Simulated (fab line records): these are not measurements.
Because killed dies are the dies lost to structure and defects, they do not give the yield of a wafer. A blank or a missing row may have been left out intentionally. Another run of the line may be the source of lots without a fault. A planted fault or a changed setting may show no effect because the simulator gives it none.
A struck lot beside a sound one	flow gf180mcu	27 out of 602 route steps
Sound: wafers L370.4, L370.5, L370.6. Wafers L358.1, L358.4, L358.6 were the ones struck. The cause is given at the end.
At each step with rows: each side's tool, then ch and its chambers, then its first start. Under that, the readings that differ: sound wafers	struck wafers	difference of the means	sigmas: that difference in standard deviations of wafers without a fault.
alike: a reading whose means differ by less than 2 such deviations, as well as words and numbers matching on both sides. not compared: withheld readings; readings where some wafer has no value; bounds like >300 that might hide an equal value; numbers whose values overlap and for which the record gives no deviation.
Wherever a step has rows on one side only, a row that says differs or no value, or a row with sigmas, the two part there. Non-overlapping numbers with no deviation appear without sigmas and do not part them. A reading missing from all wafers of one side parts the sides only when that side holds two or more wafers.

GF_DNWELL_STRIP_08: strips in O2/N2.
  sound on plasmaAsher-01 ch 0,1, day 7 14:56; struck on plasmaAsher-02 ch 0,1, day 4 23:44
  alike: chamberPressureMTorr, drypumpMotorCurrentA, heaterPowerW, oesProductAu, stripTimeToEndpointS
  not compared: rfHoursCounterH
GF_DNWELL_TW_MEAS_09:
  sound on filmMetro-03 at day 7 15:02; struck on filmMetro-04 at day 4 23:50
  alike: DNWELL_TW
then, 7 steps without rows for these wafers: GF_NWELL_DEHYDRATE_00 (time 60 s); GF_NWELL_HMDS_01 (prime time 60 s); GF_NWELL_COAT_02 (resist thk 3000 nm); GF_NWELL_SOFTBAKE_03; GF_NWELL_EXPOSE_04 (exposes mask Nwell, target cd 860 nm); GF_NWELL_PEB_05; GF_NWELL_DEVELOP_06 (develop time 57.94 s).
GF_NWELL_OVL_MEAS_07:
  sound on overlay-02 at day 8 08:22; struck on overlay-02 at day 5 14:07
  alike: NWELL_OVL
then, 2 steps without rows for these wafers: GF_NWELL_IMPLANT_08; GF_NWELL_IMPLANT_09.
GF_NWELL_STRIP_10: strips in O2/N2.
  sound on plasmaAsher-01 ch 0,1, day 8 08:43; struck on plasmaAsher-04 ch 0,1, day 5 14:26
  no value came back on the struck wafers for any of 5 readings (chamberPressureMTorr (mTorr), drypumpMotorCurrentA (A) and others); on the sound wafers chamberPressureMTorr (mTorr) reads 1500.4 1499.6 1501.7
reading	sound	struck	difference	sigmas
model.coat_of_NWELL_COAT_02.thkNm (nm)	0 0 0	2990 2998 2996	+2995	
  not compared: rfHoursCounterH
GF_NWELL_TW_MEAS_11:
  sound on filmMetro-01 at day 8 08:49; struck on filmMetro-03 at day 5 14:32
  alike: NWELL_TW
then, 7 steps without rows for these wafers: GF_LVPWELL_DEHYDRATE_00 (time 60 s); GF_LVPWELL_HMDS_01 (prime time 60 s); GF_LVPWELL_COAT_02 (resist thk 3000 nm); GF_LVPWELL_SOFTBAKE_03; GF_LVPWELL_EXPOSE_04 (exposes mask LVPWELL, target cd 600 nm); GF_LVPWELL_PEB_05; GF_LVPWELL_DEVELOP_06 (develop time 60 s).
GF_LVPWELL_OVL_MEAS_07:
  sound on overlay-01 at day 9 02:34; struck on overlay-02 at day 6 04:56
  alike: LVPWELL_OVL
then, 2 steps without rows for these wafers: GF_LVPWELL_IMPLANT_08; GF_LVPWELL_IMPLANT_09.
GF_LVPWELL_STRIP_10: strips in O2/N2.
  sound on plasmaAsher-01 ch 0,1, day 9 02:55; struck on plasmaAsher-04 ch 0,1, day 6 05:16
reading	sound	struck	difference	sigmas
oesProductAu (a.u.)	0.716 0.721 0.726	0.737 0.735 0.747	+0.019	+4
stripTimeToEndpointS (s)	37.07 37.09 37.00	81.29 81.26 81.35	+44.25	+99 or more
  alike: chamberPressureMTorr, drypumpMotorCurrentA, heaterPowerW
  not compared: rfHoursCounterH
GF_LVPWELL_TW_MEAS_11:
  sound on filmMetro-03 at day 9 03:01; struck on filmMetro-01 at day 6 05:22
reading	sound	struck	difference	sigmas
LVPWELL_TW	546 547 544	30 30 30	-516	-59
then, 1 step without rows for these wafers: GF_MVSD_DEHYDRATE_00 (time 60 s).

== WHERE THEY PART ==
At GF_NWELL_STRIP_10 first; at GF_LVPWELL_TW_MEAS_11 last (within this record only).

WHY: what had been put in by the simulator
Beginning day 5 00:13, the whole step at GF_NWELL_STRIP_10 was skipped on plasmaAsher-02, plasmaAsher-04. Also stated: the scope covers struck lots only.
